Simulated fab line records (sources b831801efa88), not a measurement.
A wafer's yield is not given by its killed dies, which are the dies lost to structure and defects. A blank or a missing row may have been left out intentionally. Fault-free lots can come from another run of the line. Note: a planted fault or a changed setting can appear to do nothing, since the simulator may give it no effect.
fab line records	flow sky130
record lots=6	wafers=18	last_day=49
route steps=708 shown LDD_N@249 LDD_P@255 PAD_OPEN@708
lots with no fault: from the same line, run without faults
start_h: hours from the record's opening day to when the first of the lot's shown wafers began	wait_h: time in hours since the lot's previous step	" the same as in the row above	L1.1+2: one row covering several wafers at once	- no value, or no start was given	* or withheld: withheld	< > ~ a bound
route shown NAME@n: a module of which the file shows steps, and the number in the route of the first	usual: average and standard deviation across the fault-free wafers	same: alike in all rows	chamber/n: place in a boat	sites: per-site readings	_std_site: how widely they spread, as a standard deviation	_edge_site: the outer-site mean with the inner-site mean subtracted	radius_mm: how far each site lies from the wafer's centre	mask NAME#n: copy n	behind: the last tool/chamber to shape the wafer	hold: the reason the lot was held/the length of the hold in hours/how it ended	device: whichever transistor did not switch (one of n, p or np)	end of line: the route-end tests of the same wafers	where a step has no rows: the recipe by itself	killed: the dies lost at the first sort to structure and to defects; this is not the yield of the wafer	map: dies across one wafer; x = killed, . = not, _ = none there
set.NAME: the setting the step ran with; set.NAME@STEP: the setting that earlier step ran with	model.NAME: the simulator's own value behind a step, which no gauge read
a table for each step, a row for each wafer; lots at some steps of the route
services: from which hour (start_h, from the record's first day; less than 0 if before it) a tool's chamber was out of use, for how many hours, and why
## steps
# step SKY_LDD_N_IMPLANT_12
# recipe species=BF2	energy_kev=50	dose_cm2=5e+12	tilt_deg=30	rotation_deg=0
# step SKY_LDD_N_IMPLANT_13
# recipe species=BF2	energy_kev=50	dose_cm2=5e+12	tilt_deg=30	rotation_deg=90
# step SKY_LDD_N_IMPLANT_14
# recipe species=BF2	energy_kev=50	dose_cm2=5e+12	tilt_deg=30	rotation_deg=180
# step SKY_LDD_N_IMPLANT_15
# recipe species=BF2	energy_kev=50	dose_cm2=5e+12	tilt_deg=30	rotation_deg=270
# step SKY_LDD_N_STRIP_16
# recipe chemistry=O2/N2	power_w=1400	pressure_mtorr=1500	platen_temp_c=withheld	o2_flow_sccm=3000	n2_flow_sccm=300	overash_fraction=0.5
# usual chamber_pressure_mTorr=1500.0/1.4	drypump_motor_current_A=5.7/0.32	o2_flow_sccm=3000/10	oes_product_au=0.407/0.0045	strip_time_to_endpoint_s=4.307/0.013
lot.wafer	tool	chamber	start_h	wait_h	chamber_pressure_mTorr	drypump_motor_current_A	o2_flow_sccm	oes_product_au	rf_hours_counter_h	strip_time_to_endpoint_s
L397.4	plasma_asher-04	1	456.99	0.1	1501.9	5.8	3003	0.404	-	4.312
L397.5	"	1	"	"	1500.4	5.8	2994	0.399	-	4.298
L397.6	"	0	"	"	1501.2	5.3	2992	0.405	-	4.290
L401.1	plasma_asher-04	0	505.76	0.1	1501.0	5.3	3003	0.402	70	4.301
L401.2	"	1	"	"	1500.1	5.8	3010	0.408	70	4.325
L401.6	"	0	"	"	1499.5	5.4	3005	0.406	-	4.319
L403.1	plasma_asher-01	1	511.35	0.1	1499.1	6.0	2989	0.408	84	4.305
L403.3	"	0	"	"	1500.8	5.6	2992	0.397	-	4.296
L403.5	"	0	"	"	1502.9	5.6	3007	0.409	-	4.287
L402.1	plasma_asher-04	1	511.95	0.1	1501.0	5.8	2998	0.400	71	4.299
L402.3	"	0	"	"	1499.3	5.4	2997	0.411	-	4.322
L402.6	"	0	"	"	1502.3	5.4	2996	0.402	-	4.324
L409.3	plasma_asher-01	1	558.33	0.1	1499.7	6.0	3016	0.404	-	4.302
L409.5	"	0	"	"	1499.7	5.6	2982	0.408	-	4.278
L409.6	"	1	"	"	1497.4	6.0	2998	0.409	-	4.302
L410.2	plasma_asher-02	0	561.75	0.1	1500.6	6.3	2998	0.413	13	4.299
L410.3	"	0	"	"	1498.9	6.3	2992	0.404	-	4.291
L410.4	"	1	"	"	1499.7	5.4	2993	0.408	-	4.301
# step SKY_LDD_N_TW_MEAS_17
# usual LDD_N_TW=2592/14
lot.wafer	tool	chamber	start_h	wait_h	LDD_N_TW
L397.4	film_metro-02	-	457.09	0.1	2585
L397.5	"	-	"	"	2583
L397.6	"	-	"	"	2576
L401.1	film_metro-02	-	505.86	0.1	2587
L401.2	"	-	"	"	2584
L401.6	"	-	"	"	2584
L403.1	film_metro-01	-	511.45	0.1	2614
L403.3	"	-	"	"	2601
L403.5	"	-	"	"	2612
L402.1	film_metro-02	-	512.05	0.1	2573
L402.3	"	-	"	"	2571
L402.6	"	-	"	"	2591
L409.3	film_metro-01	-	558.42	0.1	2606
L409.5	"	-	"	"	2611
L409.6	"	-	"	"	2593
L410.2	film_metro-01	-	561.86	0.1	2604
L410.3	"	-	"	"	2621
L410.4	"	-	"	"	2609
# step SKY_LDD_P_DEHYDRATE_00
# recipe temp_c=200	time_s=60
# step SKY_LDD_P_HMDS_01
# recipe prime_time_s=60	prime_temp_c=120
# step SKY_LDD_P_COAT_02
# recipe resist=NOVOLAK	spin_rpm=3000	resist_thk_nm=1140
# step SKY_LDD_P_SOFTBAKE_03
# recipe temp_c=90	time_s=60	resist=NOVOLAK
# step SKY_LDD_P_EXPOSE_04
# recipe mask_id=PSDM	na=0.6	source_shape=conventional	sigma_outer=0.6	polarization=unpolarized	target_cd_nm=380	dose_mj=138
# step SKY_LDD_P_PEB_05
# recipe temp_c=withheld	time_s=*	resist=NOVOLAK
# step SKY_LDD_P_DEVELOP_06
# recipe resist=NOVOLAK	developer=TMAH	develop_time_s=60	dev_temp_c=23
lot.wafer	tool	chamber	start_h	wait_h
L397.4+5+6	litho_track-01	0	487.05	0.1
L401.1+2+6	litho_track-01	0	536.33	0.1
L403.1+3+5	litho_track-01	0	541.63	0.1
L402.1+3+6	litho_track-03	0	542.04	0.1
L409.3+5+6	litho_track-04	0	587.67	0.1
L410.2+3+4	litho_track-03	0	590.36	0.1
# step SKY_LDD_P_CD_MEAS_07
# recipe target_cd_nm=380
# usual cd_nm=381.1/2.9
lot.wafer	tool	chamber	start_h	wait_h	cd_nm
L397.4	cd_sem-02	-	487.19	0.1	382.7
L397.5	"	-	"	"	383.3
L397.6	"	-	"	"	382.2
L401.1	cd_sem-01	-	536.48	0.1	251.8
L401.2	"	-	"	"	252.3
L401.6	"	-	"	"	250.8
L403.1	cd_sem-02	-	541.78	0.1	255.7
L403.3	"	-	"	"	250.8
L403.5	"	-	"	"	253.2
L402.1	cd_sem-01	-	542.19	0.1	382.3
L402.3	"	-	"	"	381.0
L402.6	"	-	"	"	382.3
L409.3	cd_sem-02	-	587.81	0.1	382.1
L409.5	"	-	"	"	384.2
L409.6	"	-	"	"	381.5
L410.2	cd_sem-01	-	590.51	0.1	377.6
L410.3	"	-	"	"	377.6
L410.4	"	-	"	"	375.5
# step SKY_LDD_P_OVL_MEAS_08
# usual LDD_P_OVL=-0.2/1.6
lot.wafer	tool	chamber	start_h	wait_h	LDD_P_OVL[nm]
L397.4	overlay-02	-	487.26	0.1	0.6
L397.5	"	-	"	"	0.4
L397.6	"	-	"	"	-0.7
L401.1	overlay-02	-	536.60	0.1	-0.4
L401.2	"	-	"	"	1.2
L401.6	"	-	"	"	0.6
L403.1	overlay-02	-	541.90	0.1	2.9
L403.3	"	-	"	"	2.7
L403.5	"	-	"	"	2.6
L402.1	overlay-02	-	542.31	0.1	-0.5
L402.3	"	-	"	"	-1.7
L402.6	"	-	"	"	-2.0
L409.3	overlay-01	-	587.90	0.1	0.5
L409.5	"	-	"	"	0.0
L409.6	"	-	"	"	1.2
L410.2	overlay-01	-	590.61	0.1	-3.6
L410.3	"	-	"	"	-2.2
L410.4	"	-	"	"	-1.4
# step SKY_PAD_OPEN_PROBE_99
# usual killed_at_M0_to_M3=43/7.3	killed_at_M4_up=3.2/1.8	killed_at_contacts=24/5.8	killed_at_front_end=16/4.5	killed_at_other=0.3/0.53	killed_dies=87/9.9	killed_open=48/6.8	killed_short=39/6.9
# same gross_dies=492	killed_at_back_side=0
lot.wafer	tool	chamber	start_h	wait_h	killed_at_M0_to_M3	killed_at_M4_up	killed_at_contacts	killed_at_front_end	killed_at_other	killed_dies	killed_open	killed_short
L397.4	prober-01	-	1109.34	0.2	37	3	31	12	0	83	48	35
L397.5	prober-01	-	1109.39	0.2	33	4	21	26	0	84	51	33
L397.6	prober-01	-	1109.44	0.2	42	7	21	9	0	79	42	37
L401.1	prober-01	-	1138.89	0.1	49	3	30	20	0	102	54	48
L401.2	prober-01	-	1138.94	0.1	46	1	32	24	0	103	63	40
L401.6	prober-01	-	1139.14	0.2	51	1	24	15	0	91	52	39
L403.1	prober-02	-	1142.88	0.1	34	2	24	25	0	85	48	37
L403.3	prober-02	-	1142.98	0.2	43	3	28	16	1	91	51	40
L403.5	prober-02	-	1143.08	0.2	45	3	33	10	0	91	57	34
L402.1	prober-01	-	1144.89	0.1	32	5	15	15	0	67	33	34
L402.3	prober-01	-	1144.99	0.2	39	6	23	16	1	85	49	36
L402.6	prober-01	-	1145.14	0.2	35	4	24	14	0	77	43	34
L409.3	prober-01	-	1173.33	0.2	43	3	23	19	1	89	60	29
L409.5	prober-01	-	1173.43	0.2	54	3	26	23	0	106	52	54
L409.6	prober-01	-	1173.48	0.2	34	3	23	14	0	74	48	26
L410.2	prober-02	-	1174.78	0.1	39	3	33	13	0	88	52	36
L410.3	prober-02	-	1174.83	0.2	40	6	25	22	0	93	50	43
L410.4	prober-02	-	1174.88	0.2	49	5	31	15	1	101	56	45
# killed by level:class
L397.4 CONTACT:geometric_particle:open=11 VIA1:geometric_particle:open=10 LI_CONTACT:geometric_particle:open=9 CONTACT:geometric_particle:short=6 VIA2:geometric_particle:open=5 FIELD_ISO:geometric_particle:short=4 FIELD_ISO:geometric_particle:open=4 VIA1:geometric_particle:short=4
L397.5 VIA1:geometric_particle:open=11 FIELD_ISO:geometric_particle:open=10 CONTACT:geometric_particle:open=9 FIELD_ISO:geometric_particle:short=8 VIA2:geometric_particle:open=7 VIA3:geometric_particle:open=6 LOCAL_INTERCONNECT:geometric_particle:short=5 POLY_GATE:geometric_particle:short=4
L397.6 CONTACT:geometric_particle:open=10 VIA1:geometric_particle:open=10 VIA2:geometric_particle:open=6 VIA3:geometric_particle:open=5 METAL1:geometric_particle:short=5 METAL4:geometric_particle:short=5 FIELD_ISO:geometric_particle:short=4 METAL2:geometric_particle:short=4
L401.1 VIA1:geometric_particle:open=16 CONTACT:geometric_particle:open=10 FIELD_ISO:geometric_particle:short=8 LI_CONTACT:geometric_particle:open=7 METAL2:geometric_particle:short=7 VIA3:geometric_particle:open=6 METAL1:geometric_particle:short=6 POLY_GATE:geometric_particle:open=5
L401.2 CONTACT:geometric_particle:open=13 VIA1:geometric_particle:open=12 LI_CONTACT:geometric_particle:open=11 VIA2:geometric_particle:short=8 POLY_GATE:geometric_particle:open=7 FIELD_ISO:geometric_particle:open=6 METAL1:geometric_particle:short=6 VIA2:geometric_particle:open=5
L401.6 CONTACT:geometric_particle:open=15 VIA1:geometric_particle:open=12 VIA2:geometric_particle:open=9 METAL2:geometric_particle:short=8 CONTACT:geometric_particle:short=5 VIA1:geometric_particle:short=4 FIELD_ISO:geometric_particle:short=3 LI_CONTACT:geometric_particle:open=3
L403.1 CONTACT:geometric_particle:open=13 VIA1:geometric_particle:open=9 POLY_GATE:geometric_particle:short=7 FIELD_ISO:geometric_particle:open=6 METAL2:geometric_particle:short=6 FIELD_ISO:geometric_particle:short=5 VIA2:geometric_particle:open=4 VIA3:geometric_particle:open=4
L403.3 VIA1:geometric_particle:open=13 CONTACT:geometric_particle:open=12 CONTACT:geometric_particle:short=7 VIA2:geometric_particle:open=7 LI_CONTACT:geometric_particle:open=6 FIELD_ISO:geometric_particle:short=5 POLY_GATE:geometric_particle:short=5 VIA1:geometric_particle:short=5
L403.5 VIA1:geometric_particle:open=16 CONTACT:geometric_particle:open=13 VIA2:geometric_particle:open=8 LI_CONTACT:geometric_particle:short=6 LOCAL_INTERCONNECT:geometric_particle:short=5 CONTACT:geometric_particle:short=5 VIA3:geometric_particle:open=5 LI_CONTACT:geometric_particle:open=4
L402.1 FIELD_ISO:geometric_particle:open=6 CONTACT:geometric_particle:open=6 POLY_GATE:geometric_particle:short=5 VIA1:geometric_particle:open=5 VIA2:geometric_particle:open=5 VIA2:geometric_particle:short=5 VIA3:geometric_particle:open=4 METAL1:geometric_particle:short=4
L402.3 VIA1:geometric_particle:open=15 CONTACT:geometric_particle:open=10 FIELD_ISO:geometric_particle:open=6 VIA2:geometric_particle:open=5 FIELD_ISO:geometric_particle:short=4 VIA1:geometric_particle:short=4 LI_CONTACT:geometric_particle:open=4 CONTACT:geometric_particle:short=4
L402.6 VIA2:geometric_particle:open=8 LI_CONTACT:geometric_particle:open=8 CONTACT:geometric_particle:open=8 METAL1:geometric_particle:short=6 VIA1:geometric_particle:open=5 POLY_GATE:geometric_particle:short=4 LI_CONTACT:geometric_particle:short=4 METAL2:geometric_particle:short=4
L409.3 CONTACT:geometric_particle:open=13 VIA1:geometric_particle:open=10 VIA2:geometric_particle:open=8 VIA3:geometric_particle:open=7 FIELD_ISO:geometric_particle:short=6 FIELD_ISO:geometric_particle:open=5 LI_CONTACT:geometric_particle:open=5 POLY_GATE:geometric_particle:open=4
L409.5 VIA1:geometric_particle:open=13 METAL2:geometric_particle:short=8 LI_CONTACT:geometric_particle:open=7 METAL1:geometric_particle:short=7 POLY_GATE:geometric_particle:open=6 LOCAL_INTERCONNECT:geometric_particle:short=6 SPACER:geometric_particle:short=5 CONTACT:geometric_particle:open=5
L409.6 VIA2:geometric_particle:open=9 CONTACT:geometric_particle:open=9 FIELD_ISO:geometric_particle:open=7 METAL1:geometric_particle:short=7 VIA1:geometric_particle:open=6 LOCAL_INTERCONNECT:geometric_particle:short=5 VIA3:geometric_particle:open=5 POLY_GATE:geometric_particle:short=3
L410.2 CONTACT:geometric_particle:open=14 LI_CONTACT:geometric_particle:open=11 VIA1:geometric_particle:open=9 VIA1:geometric_particle:short=7 VIA2:geometric_particle:open=7 METAL2:geometric_particle:short=5 FIELD_ISO:geometric_particle:short=3 POLY_GATE:geometric_particle:short=3
L410.3 CONTACT:geometric_particle:open=11 VIA1:geometric_particle:open=9 LI_CONTACT:geometric_particle:open=6 FIELD_ISO:geometric_particle:short=5 METAL2:geometric_particle:short=5 POLY_GATE:geometric_particle:short=4 SPACER:geometric_particle:open=4 CONTACT:geometric_particle:short=4
L410.4 CONTACT:geometric_particle:open=16 VIA1:geometric_particle:open=9 VIA2:geometric_particle:open=7 VIA3:geometric_particle:open=6 LI_CONTACT:geometric_particle:open=5 METAL1:geometric_particle:short=5 METAL3:geometric_particle:short=5 FIELD_ISO:geometric_particle:open=4
## services
tool	chamber	start_h	hours	kind
plasma_asher-02	-	508.92	0.9	repair
plasma_asher-01	-	515.41	1.2	repair
plasma_asher-02	-	563.77	1.5	repair
plasma_asher-02	-	575.95	0.7	repair
## key
first_sign step=SKY_LDD_P_CD_MEAS_07	reading=cd_nm	direction=down	sigmas=45	usual=381.1	struck=252.4
effect none on later readings
met_at SKY_LDD_P_DEVELOP_06
struck_wafers L401.1,L401.2,L401.6,L403.1,L403.3,L403.5
tester_left_out L401,L403
onset_between 487.05 536.33
fault kind=process_parameter_drift	tool=litho_track-01	chamber=-	onset_h=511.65	steps=SKY_LDD_P_DEVELOP_06	channel=develop_time_s	offset=*	shape=step	end_h=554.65	acts_in=*	stated=*
# tester_left_out: of these lots the tester's yield and bins aren't shown, on N5 and GAA mostly nor the transistor test; their killed dies are dies lost to structure and defects alone, not to doping, threshold or leakage, so they don't give the yield
